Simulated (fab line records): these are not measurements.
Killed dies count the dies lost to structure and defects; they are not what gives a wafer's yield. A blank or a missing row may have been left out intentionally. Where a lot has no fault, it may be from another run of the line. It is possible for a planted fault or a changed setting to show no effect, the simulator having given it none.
Struck lot and sound lot, side by side ; flow sfq-line ; 43 out of 325 route steps
Sound: the wafers L225.2, L225.3, L225.4. Struck: wafers L213.1, L213.2, L213.3. The cause is given at the end.
For every step that has rows: the tool of each side, followed by ch and its chambers, followed by its first start. Under that, the readings that differ: sound wafers ; struck wafers ; difference of the means ; sigmas: that difference in standard deviations of wafers without a fault.
alike: readings with means less than 2 such deviations apart, plus words and numbers identical on both sides. not compared: withheld readings, readings lacking a value on some wafer, bounds such as >300 that could conceal the same value, and numbers that have no deviation in the record and whose values overlap.
The two part at a step that has a row with sigmas, a row that says differs or no value, or rows on one side only. When numbers do not overlap yet have no deviation, they are printed without sigmas and do not part them. A reading missing from all wafers of one side parts the sides only when that side holds two or more wafers.

SFQ_TRILAYER_JJ_CE_BARC_OPEN_RIE_150: chemistry O2, target BARC, target depth 240 nm, time 80 s.
  sound on rie-metal-04 ch 0,1, day 68 05:23; struck on rie-metal-04 ch 0,1, day 56 14:28
  alike: drypump-motor-current-A, oes-product-au
  not compared: rf-hours-counter-h
SFQ_TRILAYER_JJ_CE_ETCH_RIE_118: chemistry SF6, target Nb, stops on Al2O3, time 97.7 s, target depth 170 nm.
  sound on rie-metal-04 ch 0,1, day 68 05:28; struck on rie-metal-04 ch 0,1, day 56 14:34
  alike: drypump-motor-current-A, oes-product-au
  not compared: rf-hours-counter-h
then, 9 steps without rows for these wafers: SFQ_TRILAYER_JJ_ANODIZE_ANODIZE_119; SFQ_TRILAYER_JJ_CE_STRIP_STRIP_120 (strips in O2); SFQ_TRILAYER_JJ_CE_STRIP_SOLV_CLEAN_121 (cleans in NMP, time 600 s); SFQ_TRILAYER_M5_LITHO_COAT_128 (resist thk 62 nm); SFQ_TRILAYER_M5_LITHO_COAT_123 (resist thk 600 nm); SFQ_TRILAYER_M5_LITHO_SOFTBAKE_127; SFQ_TRILAYER_M5_LITHO_EXPOSE_124 (exposes mask M5, target cd 700 nm); SFQ_TRILAYER_M5_LITHO_PEB_126 (peb time 60 s); SFQ_TRILAYER_M5_LITHO_DEVELOP_125 (time 60 s).
-- the record jumps here: 5 days lie between the struck wafers' starts before and after --
SFQ_M5_OVL_MEAS_932:
  sound on overlay-02 at day 73 02:55; struck on overlay-02 at day 61 16:25
  alike: M5_OVL
SFQ_TRILAYER_M5_BARC_OPEN_METAL_ETCH_161: etches BARC in O2, target depth 125 nm, time 41.7 s.
  sound on rie-metal-02 ch 0,1, day 73 02:56; struck on rie-metal-02 ch 0,1, day 61 16:27
  no value came back on the struck wafers for bias-w (W), chamber-pressure-mTorr (mTorr), drypump-motor-current-A (A), oes-product-au (a.u.); on the sound wafers bias-w (W) reads 79.93 80.05 79.89
reading;sound;struck;difference;sigmas
model.KrF_of_TRILAYER_M5_LITHO_COAT_123.thk-nm (nm);523.4 522.4 522.5;572 574.6 574.4;+51;
  not compared: rf-hours-counter-h
SFQ_TRILAYER_M5_ETCH_METAL_ETCH_126: etches Nb in Cl2/BCl3, stops on SiO2, time 203.2 s, target depth 265 nm.
  sound on rie-metal-02 ch 0,1, day 73 03:00; struck on rie-metal-02 ch 0,1, day 61 16:31
reading;sound;struck;difference;sigmas
oes-product-au (a.u.);0.731 0.734 0.726;0.378 0.371 0.377;-0.355;-56
model.KrF_of_TRILAYER_M5_LITHO_COAT_123.thk-nm (nm);371.6 370.3 368.6;419.3 422.3 421.6;+50.9;
  alike: bias-w, chamber-pressure-mTorr, drypump-motor-current-A
  not compared: rf-hours-counter-h
then, 7 steps without rows for these wafers: SFQ_TRILAYER_M5_STRIP_STRIP_127 (strips in O2); SFQ_TRILAYER_M5_STRIP_SOLV_CLEAN_128 (cleans in NMP, time 600 s); SFQ_TRILAYER_A5B_DEP_PECVD_129 (deposits SiO2 from SiH4/N2O, time 133.33 s, target thk 600 nm); SFQ_TRILAYER_A5B_CMP_CMP_130 (polishes, stops on Nb, target thk 340.7 nm); SFQ_TRILAYER_A5B_METRO_MEASURE_131; SFQ_TRILAYER_R5_DEP_SPUTTER_132 (material Ti, target thk 5 nm, time 5 s); SFQ_TRILAYER_R5_DEP_SPUTTER_133 (material MoNx, target thk 40 nm, time 66.7 s).
SFQ_TRILAYER_R5_DEP_SPUTTER_134: material Ti, target thk 5 nm, time 5 s.
  sound on pvd-sputter-05 at day 73 08:20; struck on pvd-sputter-05 at day 61 22:28
  alike: throttle-valve-pct
SFQ_R5_RS_MEAS_933: measurement is done with a four-point probe.
  sound on film-metro-04 at day 73 08:22; struck on film-metro-03 at day 61 22:28
reading;sound;struck;difference;sigmas
R5_MONX_RS (ohm/sq);7.14 7.17 7.17;7.07 6.98 6.97;-0.15;-2
SFQ_R5_THK_MEAS_934: measures by xrf.
  sound on film-metro-04 at day 73 08:29; struck on film-metro-03 at day 61 22:35
reading;sound;struck;difference;sigmas
R5_MONX_THK (nm);38.6 38.6 38.8;39.7 40.0 40.3;+1.3;+3
then, 3 steps without rows for these wafers: SFQ_TRILAYER_R5_LITHO_COAT_141 (resist thk 62 nm); SFQ_TRILAYER_R5_LITHO_COAT_136 (resist thk 600 nm); SFQ_TRILAYER_R5_LITHO_SOFTBAKE_140.
-- the record jumps here: 5 days lie between the struck wafers' starts before and after --
SFQ_TRILAYER_R5_LITHO_EXPOSE_137: exposes mask R5, target cd 500 nm.
  sound on krf-scanner-02 ch 0, day 73 23:20; struck on krf-scanner-01, day 67 08:38
  no value came back on the struck wafers for exposure-dose-mJ-cm2, focus-offset-nm (nm); on the sound wafers exposure-dose-mJ-cm2 reads 14.382 14.410 14.385
  alike: mask
then, 2 steps without rows for these wafers: SFQ_TRILAYER_R5_LITHO_PEB_139 (peb time 60 s); SFQ_TRILAYER_R5_LITHO_DEVELOP_138 (time 60 s).
SFQ_R5_OVL_MEAS_935:
  sound on overlay-02 at day 74 00:38; struck on overlay-02 at day 67 10:08
reading;sound;struck;difference;sigmas
R5_OVL (nm);7 10 3;- - -;no value on the struck wafers;
SFQ_TRILAYER_R5_BARC_OPEN_METAL_ETCH_177: etches BARC in O2, target depth 125 nm, time 41.7 s.
  sound on rie-metal-04 ch 0,1, day 74 00:40; struck on rie-metal-03 ch 0,1, day 67 10:11
  alike: bias-w, chamber-pressure-mTorr, drypump-motor-current-A, oes-product-au
  not compared: rf-hours-counter-h
SFQ_TRILAYER_R5_ETCH_METAL_ETCH_139: etches the open film in Cl2, stops on SiO2, target depth 60 nm, time 40 s.
  sound on rie-metal-04 ch 0,1, day 74 00:44; struck on rie-metal-03 ch 0,1, day 67 10:14
  alike: bias-w, chamber-pressure-mTorr, drypump-motor-current-A, oes-product-au
  not compared: rf-hours-counter-h
then, 8 steps without rows for these wafers: SFQ_TRILAYER_R5_STRIP_STRIP_140 (strips in O2); SFQ_TRILAYER_R5_STRIP_SOLV_CLEAN_141 (cleans in NMP, time 600 s); SFQ_TRILAYER_A5C_DEP_PECVD_142 (deposits SiO2 from SiH4/N2O, time 15.556 s, target thk 70 nm); SFQ_TRILAYER_I5_LITHO_COAT_149 (resist thk 62 nm); SFQ_TRILAYER_I5_LITHO_COAT_144 (resist thk 650 nm); SFQ_TRILAYER_I5_LITHO_SOFTBAKE_148; SFQ_TRILAYER_I5_LITHO_PEB_147 (peb time 60 s); SFQ_TRILAYER_I5_LITHO_DEVELOP_146 (time 60 s).
-- the record jumps here: 5 days lie between the struck wafers' starts before and after --
SFQ_TRILAYER_I5_ETCH_VIA_ETCH_147: etches the open film in CHF3, stops on Nb, target depth 360 nm.
  sound on rie-diel-04 ch 0,1,2, day 74 18:43; struck on rie-diel-03 ch 0,2,3, day 72 12:47
reading;sound;struck;difference;sigmas
oes-product-au (a.u.);1.001 1.000 0.987;0.377 0.378 0.378;-0.618;-99 or more
  alike: bias-w, chamber-pressure-mTorr, drypump-motor-current-A
  not compared: model.I5.cd-nm
-- the record jumps here: 16 days lie between the struck wafers' starts before and after --
SFQ_M8_BOW_MEAS_951:
  sound on film-metro-04 at day 93 17:26; struck on film-metro-03 at day 88 04:28
reading;sound;struck;difference;sigmas
model.etest.r5.comb-log10-ohm;12 12 12;0 0 0;-12;
model.etest.m5.comb-log10-ohm;12 12 12;0 0 0;-12;
model.etest.jj.g-times;0.9956 1.004 0.999;0 0 0;-1;
  alike: M8_BOW

WHERE THEY PART
Last at SFQ_TRILAYER_I5_ETCH_VIA_ETCH_147 as far as this record goes, first at SFQ_TRILAYER_M5_BARC_OPEN_METAL_ETCH_161. Later steps at which nothing parts them and some readings are alike: SFQ_M8_BOW_MEAS_951.

WHY: what had been put in by the simulator
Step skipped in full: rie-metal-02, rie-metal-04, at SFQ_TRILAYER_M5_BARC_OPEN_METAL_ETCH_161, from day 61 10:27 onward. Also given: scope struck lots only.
